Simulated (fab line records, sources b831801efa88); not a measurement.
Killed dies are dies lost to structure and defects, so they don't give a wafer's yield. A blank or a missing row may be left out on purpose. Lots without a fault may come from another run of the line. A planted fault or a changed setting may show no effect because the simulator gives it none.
Chamber matching | flow gf180mcu | GF_V5_CMP_26 on cmp-01: 4 sister chambers
The step polishes, stops on SiO2, t overpolish 15 s, target thk 0 nm. 4 wafers are shown with their chamber, then 7 later ones without.

WAFERS WITH THEIR CHAMBER
wafer  | chamber | motor_current_A (A)
L362.1 | 0       | 12.2
L362.3 | 3       | 11.6
L365.3 | 2       | 9.8
L365.5 | 1       | 11.8

WAFERS WITHOUT THEIR CHAMBER
wafer  | motor_current_A (A)
L365.6 | 11.7
L367.1 | 12.3
L367.3 | 11.6
L367.6 | 11.8
L373.2 | 12.5
L373.4 | 12.1
L373.5 | 11.5

WHICH CHAMBER EACH WENT THROUGH
wafer  | from the rows above     | in truth
L365.6 | can't be placed: 3 or 1 | 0
L367.1 | 0                       | 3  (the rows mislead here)
L367.3 | can't be placed: 3 or 1 | 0
L367.6 | can't be placed: 1 or 3 | 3
L373.2 | 0                       | 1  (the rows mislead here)
L373.4 | can't be placed: 0 or 1 | 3
L373.5 | can't be placed: 3 or 1 | 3
Placed correctly: 0 of 7. Can't be placed from these rows: 5 (the true chamber is among the candidates in 2). Placed wrongly: 2.
How it was worked out, from the rows above alone: a wafer's distance from a chamber is the root of the sum, over the readings, of the square of ((its reading less the chamber's mean) divided by the reading's scatter). The wafer belongs to the nearest chamber; if the next one is less than 2 further off, it can't be placed. A chamber's mean is the mean of its shown wafers. The scatter: with one shown wafer a chamber, the root of the mean of the squares of how far each hidden wafer lies from its nearest shown one.
